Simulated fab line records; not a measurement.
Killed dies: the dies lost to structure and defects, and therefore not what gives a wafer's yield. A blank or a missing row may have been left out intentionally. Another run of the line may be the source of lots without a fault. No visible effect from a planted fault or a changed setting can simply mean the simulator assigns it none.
fab line records	flow sfq-line	part 2 of 2: steps 25 to 34 of 34
record lots=5	wafers=15	last-day=89
route steps=325 shown M6@253 I6@266 M7@281
lots that met no fault: taken from a fault-free run of the same line
start-h: the number of hours between the record's first day and the start of the first shown wafer of the lot	wait-h: time in hours since the lot's previous step	" identical to the entry in the row above	L1.1+2: a single row standing in for several wafers	- no value, or no start was given	* or withheld: withheld	< > ~ a bound
route shown NAME@n: NAME is a module with steps in the file, n the number in the route of the first one	usual: mean/standard deviation taken from wafers without a fault	same: alike in all rows	chamber/n: place in a boat	sites: per-site readings	_std_site: how widely they spread, as a standard deviation	_edge_site: the outer-site mean with the inner-site mean subtracted	radius-mm: for every site, how far away it sits from the centre of the wafer	mask NAME#n: copy n	behind: the most recent tool/chamber to have shaped the wafer	hold: what put the lot on hold/how long, in hours/how the hold closed	device: the transistor (n, p or np) that didn't switch	end of line: the route-end tests of the same wafers	a step with no rows: only its recipe	killed: count of dies lost to structure and defects at first sort (not the wafer's yield)	map: a wafer's dies, x killed, . not, _ none there
set.NAME: the setting that was run; set.NAME@STEP: the one run at that earlier step	model.NAME: the simulator's own value behind a step, which no gauge read
lots seen at some steps along the route; tables by step, rows by wafer
services: the hour from which a tool's chamber was out of use, counted from the record's first day as start-h (under 0 if before that day), plus the number of hours and why
## steps
# step SFQ_TRILAYER_I6_VIA_ETCH_VIA_ETCH_172
# recipe target=SiO2	stop-on=Nb	mask-material=PR	taper-deg=20	chemistry=CHF3	target-depth-nm=260	source-w=500	bias-w=80	pressure-mtorr=30	time-s=withheld
# usual drypump-motor-current-A=5.9/0.55	oes-product-au=0.855/0.0054
lot.wafer	tool	chamber	start-h	wait-h	drypump-motor-current-A	oes-product-au
L074.2	rie-diel-02	0	1688.79	0.0	6.1	0.860
L074.5	"	1	"	"	5.0	0.855
L074.6	"	2	"	"	6.4	0.855
L076.2	rie-diel-02	2	1722.95	0.0	6.3	0.855
L076.3	"	3	"	"	6.3	0.868
L076.4	"	3	"	"	6.3	0.854
L088.2	rie-diel-02	3	1948.53	0.0	6.3	0.840
L088.5	"	3	"	"	6.3	0.859
L088.6	"	0	"	"	6.0	0.850
L090.3	rie-diel-04	2	1959.72	0.0	5.6	0.854
L090.4	"	2	"	"	5.6	0.855
L090.5	"	0	"	"	5.0	0.858
L096.2	rie-diel-04	2	2048.36	0.0	5.6	0.856
L096.3	"	3	"	"	5.9	0.849
L096.4	"	0	"	"	5.0	0.861
# step SFQ_TRILAYER_I6_VIA_STRIP_STRIP_173
# recipe gas=O2	power-w=200	platen-temp-c=40	overash-fraction=0.65	chemistry=O2	pressure-mtorr=50
# usual drypump-motor-current-A=5.8/0.37	oes-product-au=1.002/0.009
lot.wafer	tool	chamber	start-h	wait-h	drypump-motor-current-A	oes-product-au	rf-hours-counter-h
L074.2	rie-metal-01	0	1688.91	-	6.1	1.003	62
L074.5	"	1	"	"	6.0	0.995	-
L074.6	"	0	"	"	6.1	1.000	-
L076.2	rie-metal-01	1	1723.06	-	6.0	1.012	127
L076.3	"	0	"	"	6.1	1.017	-
L076.4	"	1	"	"	6.0	1.004	-
L088.2	rie-metal-01	1	1948.64	-	6.0	1.004	28
L088.5	"	0	"	"	6.1	1.000	-
L088.6	"	1	"	"	6.0	1.006	-
L090.3	rie-metal-02	1	1960.04	-	5.4	0.988	-
L090.4	"	0	"	"	5.1	1.007	-
L090.5	"	0	"	"	5.1	1.000	-
L096.2	rie-metal-02	0	2048.47	-	5.1	0.998	91
L096.3	"	1	"	"	5.4	1.005	-
L096.4	"	0	"	"	5.1	0.993	-
# step SFQ_TRILAYER_I6_VIA_STRIP_SOLV_CLEAN_174
# recipe chemistry=NMP	temp-c=70	time-s=600
# usual temp-c=69.99/0.11
lot.wafer	tool	chamber	start-h	wait-h	temp-c
L074.2	wet-bench-01	3	1689.51	0.4	70.06
L074.5	"	0	"	"	70.19
L074.6	"	4	"	"	70.18
L076.2	wet-bench-02	6	1723.66	0.4	69.91
L076.3	"	2	"	"	70.08
L076.4	"	7	"	"	70.11
L088.2	wet-bench-02	5	1949.24	0.4	70.00
L088.5	"	7	"	"	69.87
L088.6	"	6	"	"	69.97
L090.3	wet-bench-01	7	1960.44	0.2	70.08
L090.4	"	1	"	"	70.12
L090.5	"	5	"	"	69.95
L096.2	wet-bench-03	4	2049.07	0.4	69.76
L096.3	"	0	"	"	69.88
L096.4	"	3	"	"	70.08
# step SFQ_TRILAYER_M7_DEP_PRE_CLEAN_176
# recipe gas=Ar	time-s=22.5	bias-v=250
lot.wafer	tool	chamber	start-h	wait-h
L074.2+5+6	pvd-sputter-03	-	1689.68	0.0
L076.2+3+4	pvd-sputter-05	-	1723.84	0.0
L088.2+5+6	pvd-sputter-04	-	1949.41	0.0
L090.3+4+5	pvd-sputter-03	-	1960.61	0.0
L096.2+3+4	pvd-sputter-04	-	2049.27	0.0
# step SFQ_TRILAYER_M7_DEP_SPUTTER_175
# recipe material=Nb	base-pressure-pa=1.33e-06	chamber-pressure-pa=0.1333	substrate-temp-c=20	target-thk-nm=200	power-w=2000	time-s=133.3
# usual throttle-valve-pct=30.2/1.2
lot.wafer	tool	chamber	start-h	wait-h	throttle-valve-pct
L074.2	pvd-sputter-03	-	1689.71	0.0	28.9
L074.5	"	-	"	"	30.1
L074.6	"	-	"	"	28.9
L076.2	pvd-sputter-05	-	1723.87	0.0	30.9
L076.3	"	-	"	"	29.9
L076.4	"	-	"	"	30.7
L088.2	pvd-sputter-04	-	1949.44	0.0	29.0
L088.5	"	-	"	"	28.8
L088.6	"	-	"	"	32.6
L090.3	pvd-sputter-03	-	1960.64	0.0	32.0
L090.4	"	-	"	"	29.9
L090.5	"	-	"	"	30.6
L096.2	pvd-sputter-04	-	2049.30	0.0	29.3
L096.3	"	-	"	"	32.2
L096.4	"	-	"	"	28.7
# step SFQ_M7_RS_MEAS_943
# recipe thk-meas-gauge=four-point-probe	reads=Nb_of_TRILAYER_M7_DEP_SPUTTER_175
# usual M7_NB_RS=0.897/0.0093
lot.wafer	tool	chamber	start-h	wait-h	M7_NB_RS[ohm/sq]
L074.2	film-metro-02	-	1689.82	0.1	0.899
L074.5	"	-	"	"	0.891
L074.6	"	-	"	"	0.894
L076.2	film-metro-04	-	1723.98	0.1	0.896
L076.3	"	-	"	"	0.892
L076.4	"	-	"	"	0.891
L088.2	film-metro-04	-	1949.55	0.1	0.902
L088.5	"	-	"	"	0.897
L088.6	"	-	"	"	0.892
L090.3	film-metro-04	-	1960.77	0.1	0.902
L090.4	"	-	"	"	0.887
L090.5	"	-	"	"	0.893
L096.2	film-metro-02	-	2049.41	0.1	0.888
L096.3	"	-	"	"	0.892
L096.4	"	-	"	"	0.889
# step SFQ_TRILAYER_M7_LITHO_COAT_182
# recipe resist=BARC	spin-rpm=3000	resist-thk-nm=62
# usual dispense-pressure-kPa=50.8/2.7	exhaust-pa=44.9/0.88
lot.wafer	tool	chamber	start-h	wait-h	dispense-pressure-kPa	exhaust-pa
L074.2	litho-track-02	0	1690.03	0.1	53.0	44.6
L074.5	"	0	"	"	53.0	44.2
L074.6	"	0	"	"	53.0	44.6
L076.2	litho-track-02	0	1724.19	0.1	53.0	45.3
L076.3	"	0	"	"	53.1	44.0
L076.4	"	0	"	"	53.0	44.7
L088.2	litho-track-03	0	1949.76	0.1	47.9	44.8
L088.5	"	0	"	"	47.9	46.0
L088.6	"	0	"	"	47.9	45.1
L090.3	litho-track-04	0	1961.01	0.1	53.6	43.3
L090.4	"	0	"	"	53.5	44.1
L090.5	"	0	"	"	53.6	45.2
L096.2	litho-track-03	0	2049.62	0.1	47.9	44.6
L096.3	"	0	"	"	47.8	43.6
L096.4	"	0	"	"	47.9	44.5
# step SFQ_TRILAYER_M7_LITHO_COAT_177
# recipe resist=KrF	spin-rpm=3000	resist-thk-nm=600
# usual dispense-pressure-kPa=50.8/2.7	exhaust-pa=45.1/0.95
lot.wafer	tool	chamber	start-h	wait-h	dispense-pressure-kPa	exhaust-pa
L074.2	litho-track-02	0	1690.33	0.2	53.1	45.0
L074.5	"	0	"	"	53.0	45.1
L074.6	"	0	"	"	53.0	45.8
L076.2	litho-track-02	0	1724.49	0.2	53.0	44.3
L076.3	"	0	"	"	53.1	46.1
L076.4	"	0	"	"	53.1	45.2
L088.2	litho-track-03	0	1950.06	0.2	47.9	46.2
L088.5	"	0	"	"	47.8	46.7
L088.6	"	0	"	"	47.9	46.4
L090.3	litho-track-04	0	1961.31	0.2	53.5	45.6
L090.4	"	0	"	"	53.6	45.8
L090.5	"	0	"	"	53.6	45.2
L096.2	litho-track-03	0	2049.92	0.2	47.9	44.4
L096.3	"	0	"	"	47.9	43.5
L096.4	"	0	"	"	47.9	46.2
# step SFQ_TRILAYER_M7_LITHO_SOFTBAKE_181
# recipe temp-c=withheld	time-s=withheld	resist=KrF
# usual exhaust-pa=45.2/0.98
lot.wafer	tool	chamber	start-h	wait-h	exhaust-pa
L074.2	litho-track-02	0	1690.61	0.2	45.9
L074.5	"	0	"	"	46.3
L074.6	"	0	"	"	46.1
L076.2	litho-track-02	0	1724.76	0.2	44.0
L076.3	"	0	"	"	47.0
L076.4	"	0	"	"	45.9
L088.2	litho-track-03	0	1950.34	0.2	45.2
L088.5	"	0	"	"	44.5
L088.6	"	0	"	"	45.3
L090.3	litho-track-04	0	1961.56	0.2	44.6
L090.4	"	0	"	"	46.8
L090.5	"	0	"	"	45.8
L096.2	litho-track-03	0	2050.19	0.2	45.8
L096.3	"	0	"	"	45.9
L096.4	"	0	"	"	46.3
# step SFQ_TRILAYER_M7_LITHO_EXPOSE_178
# recipe mask-id=M7	na=0.6	source-shape=conventional	sigma-outer=0.65	target-cd-nm=500	dose-mj=14.4
# same na=0.6
lot.wafer	tool	chamber	start-h	wait-h	mask
L074.2+5+6	krf-scanner-01	0	1691.78	-	M7#0
L076.2+3+4	krf-scanner-01	0	1726.37	-	M7#0
L088.2+5+6	krf-scanner-01	0	1951.86	-	M7#0
L090.3+4+5	krf-scanner-01	0	1962.06	-	M7#0
L096.2+3+4	krf-scanner-02	0	2124.88	-	M7#0
## services
tool	chamber	start-h	hours	kind
krf-scanner-01	-	1614.52	1.3	pm
rie-diel-02	3	1639.41	3.1	repair
krf-scanner-01	-	1640.97	0.3	repair
rie-metal-02	0	1644.65	6.6	repair
rie-diel-02	0	1711.31	38.1	repair
krf-scanner-01	-	1716.82	3.6	pm
krf-scanner-01	-	1720.37	1.0	pm
rie-metal-02	0	1748.95	9.8	repair
rie-diel-02	2	1754.04	10.1	repair
rie-diel-02	2	1775.44	13.8	repair
krf-scanner-01	-	1791.54	1.3	pm
rie-metal-03	-	1825.23	2.8	pm
krf-scanner-01	-	1847.74	7.2	pm
rie-diel-02	-	1880.47	0.4	repair
krf-scanner-01	-	1885.57	1.0	pm
krf-scanner-01	-	1905.07	8.0	pm
krf-scanner-01	-	1940.53	4.0	pm
krf-scanner-01	-	1966.32	1.3	pm
rie-diel-02	-	2007.18	2.8	pm
rie-metal-03	-	2021.08	1.4	pm
krf-scanner-01	-	2029.32	0.8	pm
krf-scanner-01	-	2054.77	1.0	pm
rie-metal-03	-	2067.50	28.1	pm
krf-scanner-01	-	2114.95	0.9	repair
